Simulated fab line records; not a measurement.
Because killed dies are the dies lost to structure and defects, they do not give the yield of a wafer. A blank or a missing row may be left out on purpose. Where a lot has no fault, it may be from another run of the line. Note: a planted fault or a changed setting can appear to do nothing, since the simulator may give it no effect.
fab line records    flow sky130
[record] lots = 14  wafers = 42  lastDay = 50
route steps=708 shown VIA4@650 METAL5@664 PASSIVATION@681
lots that met no fault: taken from a fault-free run of the same line
startH: the number of hours between the record's first day and the start of the first shown wafer of the lot    waitH: hours elapsed since this lot's preceding step    " unchanged from the row above    L1.1+2: one row covering several wafers at once    - no value, or no start given    * or withheld: withheld    < > ~ a bound
route shown NAME@n: NAME is a module with steps in the file, n the number in the route of the first one    usual: mean/standard deviation of fault-free wafers    same: alike in all rows    chamber/n: place in a boat    sites: readings site by site    _std_site: the standard deviation of these    _edge_site: outer sites' mean less inner sites'    radiusMm: how far each site lies from the wafer's centre    mask NAME#n: copy n    behind: the tool/chamber that last shaped the wafer    hold: reason for holding the lot/hours on hold/outcome of the hold    device: which transistor (n, p or np) failed to switch    end of line: at the end of the route, the tests of the same wafers    a step given without rows: its recipe and nothing more    killed: count of dies lost to structure and defects at first sort (not the wafer's yield)    map: the dies of a wafer, with x for killed, . for not killed, _ for no die there
set.NAME: the setting that was run; set.NAME@STEP: the one run at that earlier step    model.NAME: the simulator's own value behind a step, which no gauge read
one table for each step of the route and one row for each wafer, over a sample of lots
services: a tool's chamber out of use, with start hour (startH, from the record's first day; less than 0 if before it), hours out, and reason
[[steps]]
[step SKY_VIA4_OVL_MEAS_11]
[usual] VIA4_OVL = 0.2/1.5
lot.wafer  tool        chamber  startH   waitH  VIA4_OVL[nm]
L413.3     overlay-02  -        1025.48  0.1    -1.4
L413.5     "           -        "        "      -0.2
L413.6     "           -        "        "      -2.2
L414.1     overlay-02  -        1032.67  0.1    -1.4
L414.2     "           -        "        "      1.7
L414.3     "           -        "        "      -1.4
L415.1     overlay-01  -        1039.37  0.1    2.2
L415.3     "           -        "        "      1.6
L415.6     "           -        "        "      2.2
L416.3     overlay-02  -        1046.53  0.1    2.4
L416.4     "           -        "        "      0.6
L416.6     "           -        "        "      1.2
L417.1     overlay-01  -        1052.82  0.1    0.1
L417.3     "           -        "        "      2.0
L417.6     "           -        "        "      2.2
L418.1     overlay-01  -        1066.43  0.1    1.4
L418.4     "           -        "        "      -0.2
L418.5     "           -        "        "      1.2
L419.4     overlay-02  -        1069.74  0.1    -0.9
L419.5     "           -        "        "      -2.1
L419.6     "           -        "        "      -0.2
L421.2     overlay-02  -        1072.54  0.1    -2.3
L421.4     "           -        "        "      -1.6
L421.6     "           -        "        "      -1.0
L422.2     overlay-01  -        1082.44  0.1    2.1
L422.3     "           -        "        "      0.3
L422.6     "           -        "        "      0.0
L423.2     overlay-02  -        1091.07  0.1    -1.0
L423.3     "           -        "        "      -0.3
L423.5     "           -        "        "      -0.3
L425.1     overlay-02  -        1100.63  0.1    -0.3
L425.3     "           -        "        "      1.3
L425.4     "           -        "        "      1.5
L430.2     overlay-01  -        1139.03  0.1    -0.8
L430.4     "           -        "        "      -1.9
L430.6     "           -        "        "      -2.2
L431.2     overlay-01  -        1140.13  0.1    1.6
L431.4     "           -        "        "      0.3
L431.6     "           -        "        "      1.2
L433.1     overlay-01  -        1144.72  0.1    0.3
L433.2     "           -        "        "      1.3
L433.4     "           -        "        "      2.1
[step SKY_METAL5_SPUTTER_03]
[recipe] material = Ti  targetThkNm = 5  powerW = 3000  timeS = 3.3  chamberPressurePa = 0.4
[usual] chamberPressurePa = 0.4000/0.00083  throttleValvePct = 30.0/0.91
lot.wafer  tool           chamber  startH   waitH  chamberPressurePa  throttleValvePct
L413.3     pvdSputter-03  -        1027.81  0.0    0.4009             30.1
L413.5     "              -        "        "      0.3989             30.1
L413.6     "              -        "        "      0.3996             30.4
L414.1     pvdSputter-04  -        1034.16  0.0    0.4005             28.0
L414.2     "              -        "        "      0.3993             29.4
L414.3     "              -        "        "      0.3979             31.6
L415.1     pvdSputter-04  -        1047.07  0.0    0.4007             28.4
L415.3     "              -        "        "      0.3995             30.1
L415.6     "              -        "        "      0.4017             28.4
L416.3     pvdSputter-04  -        1048.87  0.0    0.4000             30.3
L416.4     "              -        "        "      0.4000             29.7
L416.6     "              -        "        "      0.4020             30.1
L417.1     pvdSputter-02  -        1054.32  0.0    0.4000             30.1
L417.3     "              -        "        "      0.4003             30.4
L417.6     "              -        "        "      0.3999             31.3
L418.1     pvdSputter-04  -        1067.93  0.0    0.3988             28.0
L418.4     "              -        "        "      0.3994             31.3
L418.5     "              -        "        "      0.4011             29.9
L419.4     pvdSputter-04  -        1071.50  0.0    0.3988             31.4
L419.5     "              -        "        "      0.4001             30.0
L419.6     "              -        "        "      0.4008             28.1
L421.2     pvdSputter-04  -        1074.02  0.0    0.4005             31.1
L421.4     "              -        "        "      0.4004             31.3
L421.6     "              -        "        "      0.3984             28.3
L422.2     pvdSputter-02  -        1083.92  0.0    0.4015             30.6
L422.3     "              -        "        "      0.4010             30.1
L422.6     "              -        "        "      0.3994             30.1
L423.2     pvdSputter-04  -        1093.19  0.0    0.4005             31.0
L423.3     "              -        "        "      0.4005             30.2
L423.5     "              -        "        "      0.3983             29.5
L425.1     pvdSputter-02  -        1102.60  0.0    0.3988             31.1
L425.3     "              -        "        "      0.3995             29.8
L425.4     "              -        "        "      0.4010             30.2
L430.2     pvdSputter-04  -        1141.66  0.0    0.3988             28.1
L430.4     "              -        "        "      0.3985             30.1
L430.6     "              -        "        "      0.3996             29.6
L431.2     pvdSputter-03  -        1142.86  0.0    0.4009             30.1
L431.4     "              -        "        "      0.4012             29.7
L431.6     "              -        "        "      0.4006             29.7
L433.1     pvdSputter-04  -        1146.76  0.0    0.3994             30.1
L433.2     "              -        "        "      0.4000             29.6
L433.4     "              -        "        "      0.3994             28.0
[step SKY_METAL5_PEB_12]
[recipe] tempC = withheld  timeS = *  resist = NOVOLAK
[usual] chillPlateTempC = *  exhaustPa = 45.0/0.94
lot.wafer  tool           chamber  startH   waitH  chillPlateTempC  exhaustPa
L413.3     lithoTrack-01  0        1048.50  -      *                43.6
L413.5     "              0        "        "      *                44.3
L413.6     "              0        "        "      *                45.1
L414.1     lithoTrack-04  0        1054.13  -      *                44.0
L414.2     "              0        "        "      *                45.3
L414.3     "              0        "        "      *                46.3
L415.1     lithoTrack-02  0        1067.97  -      *                44.5
L415.3     "              0        "        "      *                45.0
L415.6     "              0        "        "      *                44.6
L416.3     lithoTrack-04  0        1069.93  -      *                45.4
L416.4     "              0        "        "      *                47.0
L416.6     "              0        "        "      *                46.0
L417.1     lithoTrack-04  0        1075.83  -      *                46.2
L417.3     "              0        "        "      *                44.8
L417.6     "              0        "        "      *                46.3
L418.1     lithoTrack-04  0        1088.93  -      *                43.6
L418.4     "              0        "        "      *                44.3
L418.5     "              0        "        "      *                44.6
L419.4     lithoTrack-02  0        1092.70  -      *                45.3
L419.5     "              0        "        "      *                45.7
L419.6     "              0        "        "      *                46.7
L421.2     lithoTrack-01  -        1094.77  -      -                -
L421.4     "              -        "        "      -                -
L421.6     "              -        "        "      -                -
L422.2     lithoTrack-04  -        1103.41  -      -                -
L422.3     "              -        "        "      -                -
L422.6     "              -        "        "      -                -
L423.2     lithoTrack-04  0        1113.11  -      *                44.7
L423.3     "              0        "        "      *                44.1
L423.5     "              0        "        "      *                43.8
L425.1     lithoTrack-01  0        1122.20  -      *                43.7
L425.3     "              0        "        "      *                44.7
L425.4     "              0        "        "      *                44.2
L430.2     lithoTrack-01  0        1159.17  -      *                46.2
L430.4     "              0        "        "      *                44.4
L430.6     "              0        "        "      *                45.1
L431.2     lithoTrack-01  0        1159.77  -      *                43.8
L431.4     "              0        "        "      *                44.8
L431.6     "              0        "        "      *                46.4
L433.1     lithoTrack-04  0        1164.43  -      *                44.9
L433.2     "              0        "        "      *                45.6
L433.4     "              0        "        "      *                44.3
[step SKY_PASSIVATION_CVD_00]
[recipe] material = SiO2  targetThkNm = 90  tempC = 400  timeS = withheld  rfW = 600
[usual] heaterPowerOuterW = 397/64  heaterPowerW = 690/99  rfFwdPowerW = 589/3.6
lot.wafer  tool      chamber  startH   waitH  heaterPowerOuterW  heaterPowerW  rfFwdPowerW
L413.3     pecvd-02  0        1049.71  0.0    392                655           590
L413.5     "         0        "        "      398                668           589
L413.6     "         2        "        "      325                602           591
L414.1     pecvd-04  1        1055.29  0.0    281                528           583
L414.2     "         2        "        "      399                700           586
L414.3     "         0        "        "      493                756           586
L415.1     pecvd-03  1        1069.22  0.0    435                787           590
L415.3     "         2        "        "      433                750           595
L415.6     "         1        "        "      426                770           591
L416.3     pecvd-04  0        1071.13  0.0    462                673           588
L416.4     "         2        "        "      319                606           588
L416.6     "         0        "        "      454                674           584
L417.1     pecvd-03  0        1077.08  0.0    324                569           588
L417.3     "         1        "        "      458                853           590
L417.6     "         2        "        "      485                820           596
L418.1     pecvd-03  1        1090.15  0.0    464                852           590
L418.4     "         1        "        "      472                856           591
L418.5     "         2        "        "      432                738           596
L419.4     pecvd-04  2        1094.19  0.0    371                673           589
L419.5     "         0        "        "      422                633           584
L419.6     "         1        "        "      315                563           585
L421.2     pecvd-02  1        1096.58  0.0    409                717           591
L421.4     "         2        "        "      322                584           595
L421.6     "         0        "        "      405                688           590
L422.2     pecvd-02  0        1104.61  0.0    403                672           589
L422.3     "         2        "        "      329                607           592
L422.6     "         1        "        "      409                737           586
L423.2     pecvd-03  1        1114.27  0.0    497                892           587
L423.3     "         0        "        "      265                499           592
L423.5     "         2        "        "      435                743           592
L425.1     pecvd-02  1        1123.71  0.0    341                640           587
L425.3     "         0        "        "      384                667           592
L425.4     "         2        "        "      409                715           593
L430.2     pecvd-04  1        1160.61  0.0    285                523           584
L430.4     "         1        "        "      287                532           582
L430.6     "         0        "        "      463                700           584
L431.2     pecvd-04  2        1161.02  0.0    427                740           589
L431.4     "         2        "        "      431                753           591
L431.6     "         0        "        "      419                640           584
L433.1     pecvd-02  1        1165.64  0.0    461                800           587
L433.2     "         0        "        "      380                652           588
L433.4     "         0        "        "      385                671           592
[[services]]
tool           chamber  startH   hours  kind
pecvd-03       2        1008.33  6.2    repair
pecvd-03       -        1023.59  1.8    repair
pecvd-04       0        1027.17  5.5    scheduledDown
pecvd-03       -        1030.65  1.4    repair
pecvd-02       2        1037.94  5.5    scheduledDown
pvdSputter-04  -        1044.65  2.2    repair
pvdSputter-02  -        1067.07  2.8    repair
pvdSputter-03  -        1074.06  7.4    repair
pvdSputter-03  -        1080.23  2.0    repair
lithoTrack-01  -        1112.79  -      consumableReplace:filter
pecvd-02       0        1128.33  5.5    scheduledDown
pecvd-04       -        1130.17  6.0    pm
pecvd-03       0        1138.23  5.5    scheduledDown
pecvd-03       2        1143.69  5.5    scheduledDown
pecvd-04       -        1149.41  1.2    repair
lithoTrack-01  -        1159.65  -      consumableReplace:filter
[[key]]
[firstSign] step = SKY_METAL5_PEB_12  reading = toolRecord  direction = missing
effect none on later readings
metAt SKY_METAL5_PEB_12
struckLots L421,L422
sortLeftOut L421.2,L421.4,L421.6,L422.2,L422.3,L422.6
notActingAt SKY_VIA4_OVL_MEAS_11,SKY_METAL5_SPUTTER_03,SKY_PASSIVATION_CVD_00
onsetBetween 1088.93 1094.77
[fault] kind = skippedStepWhole  tool = lithoTrack-01,lithoTrack-04  chamber = -  onsetH = 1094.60  steps = SKY_METAL5_PEB_12  scope = struckLotsOnly
// sortLeftOut: the simulated sort isn't trusted on such a fault, so these wafers' sort isn't shown, and their yield isn't known
